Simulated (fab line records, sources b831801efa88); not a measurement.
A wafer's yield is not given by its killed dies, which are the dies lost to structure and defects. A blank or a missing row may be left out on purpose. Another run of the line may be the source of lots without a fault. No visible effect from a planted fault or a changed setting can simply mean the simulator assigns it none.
A struck lot beside a sound one ; flow gf180mcu ; 23 out of 602 route steps
Sound: wafers L323.2, L323.5, L323.6. Struck: wafer L329.3. (L329.4 of the same lot was not struck and is left out.) The cause comes at the end.
Order at every step that has rows: each side's tool, ch and its chambers, its first start. Under that, the readings that differ: sound wafers ; struck wafers ; difference of the means ; sigmas: that difference in standard deviations of wafers without a fault.
alike: words and numbers the same on both sides, and readings whose means are apart by under 2 such deviations; not compared: readings that were withheld, readings missing a value for some wafer, numbers with overlapping values and no deviation given by the record, and bounds like >300 which may hide the same value.
Wherever a step has rows on one side only, a row that says differs or no value, or a row with sigmas, the two part there. Numbers that don't overlap but have no deviation are shown without sigmas and don't part them. A reading that every wafer of one side lacks parts them only if that side has two wafers or more.

GF_V2_RS_MEAS_24: uses a four-point probe to measure.
  struck on film-metro-04, day 24 02:33; sound on film-metro-02, day 21 18:14
  alike: V2_W_RS
GF_V2_THK_MEAS_25: measures by xrf.
  struck on film-metro-04, day 24 02:39; sound on film-metro-02, day 21 18:21
  alike: V2_W_THK
GF_V2_CMP_26: polishes, stops on SiO2, t overpolish 15 s, target thk 0 nm.
  sound on cmp-02 ch 0,1,3, day 21 18:33; struck on cmp-02 ch 0, day 24 02:41
  alike: motor-current-A, overpolish-run-s, time-to-endpoint-s
GF_M3_SPUTTER_00: material Ti, target thk 37.5 nm, time 150 s.
  struck on pvd-sputter-02, day 24 02:59; sound on pvd-sputter-03, day 21 18:42
  alike: chamber-pressure-pa, throttle-valve-pct
GF_M3_SPUTTER_01: material TiN, target thk 30 nm, time 25 s.
  struck on pvd-sputter-02, day 24 03:05; sound on pvd-sputter-03, day 21 18:48
  alike: chamber-pressure-pa, throttle-valve-pct
then, 1 step without rows for these wafers: GF_M3_SPUTTER_02 (material AlCu, target thk 450 nm, time 23.9 s).
GF_M3_SPUTTER_03: material Ti, target thk 10 nm, time 6.7 s.
  struck on pvd-sputter-02, day 24 03:10; sound on pvd-sputter-03, day 21 18:52
  alike: chamber-pressure-pa, throttle-valve-pct
GF_M3_SPUTTER_04: material TiN, target thk 50 nm, time 41.7 s.
  struck on pvd-sputter-02, day 24 03:11; sound on pvd-sputter-03, day 21 18:53
  alike: chamber-pressure-pa, throttle-valve-pct
GF_M3_RS_MEAS_05: uses a four-point probe to measure.
  struck on film-metro-03, day 24 03:16; sound on film-metro-03, day 21 18:56
  alike: M3_ALCU_RS
GF_M3_THK_MEAS_06: measures by xrf.
  struck on film-metro-03, day 24 03:22; sound on film-metro-03, day 21 19:03
  alike: M3_ALCU_THK
then, 2 steps without rows for these wafers: GF_M3_DEHYDRATE_07 (time 60 s); GF_M3_HMDS_08 (prime time 60 s).
GF_M3_COAT_09: resist thk 1000 nm.
  sound on litho-track-02 ch 0, day 22 06:28; struck on litho-track-02 ch 0, day 24 14:14
reading;sound;struck;difference;sigmas
model.KrF_of_M3_COAT_09.thk-nm (nm);997.7 993.4 995.6;957.5;-38.1;
  alike: chill-plate-temp-C, dispense-pressure-kPa
then, 4 steps without rows for these wafers: GF_M3_SOFTBAKE_10 (time 60 s); GF_M3_EXPOSE_11 (exposes mask Metal3, target cd 280 nm); GF_M3_PEB_12 (peb time 90 s); GF_M3_DEVELOP_13 (develop time 60 s).
GF_M3_CD_MEAS_14 targets a cd of 280 nm.
  struck on cd-sem-02, day 25 01:24; sound on cd-sem-01, day 22 18:34
  alike: cd-nm
GF_M3_OVL_MEAS_15:
  struck on overlay-02, day 25 01:29; sound on overlay-01, day 22 18:40
  alike: M3_OVL
GF_M3_METAL_ETCH_16: etches the open film in Cl2/BCl3, stops on SiO2, target depth 750.8 nm, time 125.1 s.
  sound on rie-metal-03 ch 0,1, day 22 18:42; struck on rie-metal-03 ch 0, day 25 01:34
reading;sound;struck;difference;sigmas
mfc-cl2-sccm (sccm);79.80 79.65 79.78;80.33;+0.59;+3
model.KrF_of_M3_COAT_09.thk-nm (nm);682.2 677.4 680.5;640.5;-39.5;
  alike: drypump-motor-current-A, oes-product-au, throttle-valve-pct
  not compared: rf-hours-counter-h
GF_M3_STRIP_17: strips in O2/N2.
  sound on plasma-asher-02 ch 0,1, day 22 18:50; struck on plasma-asher-01 ch 1, day 25 01:41
reading;sound;struck;difference;sigmas
drypump-motor-current-A (A);6.4 6.4 5.6;5.4;-0.7;-2
oes-product-au (a.u.);0.542 0.534 0.530;0.521;-0.014;-3
strip-time-to-endpoint-s (s);7.36 7.32 7.35;6.96;-0.38;-6
  alike: heater-power-w, o2-flow-sccm
  not compared: rf-hours-counter-h
then, 1 step without rows for these wafers: GF_M3_STRIP_18 (strips in post etch residue remover, time 1200 s).
GF_PASSIVATION_PROBE_99:
  the record has rows for the sound wafers here (prober-02, day 30 05:34) and none for the struck ones

WHERE THEY PART
Last at GF_PASSIVATION_PROBE_99 as far as this record goes, first at GF_M3_METAL_ETCH_16.

WHY: what the simulator had put in
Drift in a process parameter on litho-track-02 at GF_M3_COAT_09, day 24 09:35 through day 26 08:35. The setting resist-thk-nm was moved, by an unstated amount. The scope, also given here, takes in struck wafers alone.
